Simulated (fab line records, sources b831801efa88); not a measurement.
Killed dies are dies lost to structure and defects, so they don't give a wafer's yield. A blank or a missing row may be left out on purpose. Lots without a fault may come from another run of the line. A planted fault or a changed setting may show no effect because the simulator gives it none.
Problem report in the 8D (eight disciplines) form, filled by code | flow sfq_line | the parts of the form that need people (team, actions taken, sign-off) are left out

1. THE PROBLEM
run_length_s at SFQ_TRILAYER_M2_BARC_OPEN_METAL_ETCH_077 reads a mean of 72.5 s on 1 wafer of 1 lot; wafers without a fault read 70.2 s with a standard deviation of 0.36. That is +6.4 standard deviations from the usual mean.
The step: etches BARC in O2, target depth 125 nm, time 41.7 s.
First seen on wafer L804.4, day 25 04:07, on rie_metal-04. The record holds 15 wafers of 5 lots with a number at this step. Rule for "out", or "out of limits": more than 4 standard deviations from the usual mean. The other wafers with a number count as sound.

2. WHAT IT IS AND WHAT IT IS NOT
question                    | is                | is not
which readings at this step | run_length_s      | drypump_motor_current_A
which lots                  | L804              | L792, L799, L810, L812
which wafers of those lots  | L804.4            | L804.1, L804.5
read on which tools         | rie_metal-04      | rie_metal-01, rie_metal-03
when                        | from day 25 04:07 | up to then (8 sound wafers); but 6 sound wafers of L810, L812 came after

3. SUSPECTS, AND WHAT RULES EACH OUT
Counting: a tool at a process step up to the reading stays a suspect if it ran every lot that is out. Sound lots after the first of them don't rule it out here, since some wafers of a struck lot are sound.
- pvd_sputter-03 at SFQ_TRILAYER_M2_DEP_SPUTTER_055 (material Nb, target thk 200 nm, time 133.3 s): kept. It ran the lot that is out, L804 (day 21 15:02); its last sound lot up to then is L799 (day 19 14:36).
- rie_metal-04 at SFQ_TRILAYER_M2_BARC_OPEN_METAL_ETCH_077 (etches BARC in O2, target depth 125 nm, time 41.7 s): kept. It ran the lot that is out, L804 (day 25 04:07); its last sound lot up to then is L792 (day 22 06:43). Its own readings are out on those wafers: run_length_s.
Left after counting: pvd_sputter-03 at SFQ_TRILAYER_M2_DEP_SPUTTER_055, rie_metal-04 at SFQ_TRILAYER_M2_BARC_OPEN_METAL_ETCH_077.

4. THE CAUSE (what the simulator had put in)
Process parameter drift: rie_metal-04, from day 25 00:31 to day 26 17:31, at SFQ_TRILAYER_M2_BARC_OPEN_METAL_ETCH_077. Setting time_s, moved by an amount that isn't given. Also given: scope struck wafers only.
Counting left 2 suspects, and this tool is among them.

5. THE CHAIN OF EFFECTS, in route order
Each row: a reading whose mean over the struck wafers that have a number lies more than 3 standard deviations from the usual. Only readings for which the record gives a usual standard deviation are gone through. hours: the time from each lot's start at the first step in this table that gives one to its start at this step, as a median over the lots. sigmas: the change in usual standard deviations.
hours | step                                     | reading      | usual  | on struck wafers | change | sigmas
0     | SFQ_TRILAYER_M2_BARC_OPEN_METAL_ETCH_077 | run_length_s | 70.2 s | 72.5             | +2.3   | +6.4
The process steps in it:
- SFQ_TRILAYER_M2_BARC_OPEN_METAL_ETCH_077: etches BARC in O2, target depth 125 nm, time 41.7 s.

6. WHAT WOULD HAVE CAUGHT IT SOONER
In this record the first reading out of limits was taken at day 25 04:07, 4 hours after the fault began at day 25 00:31.
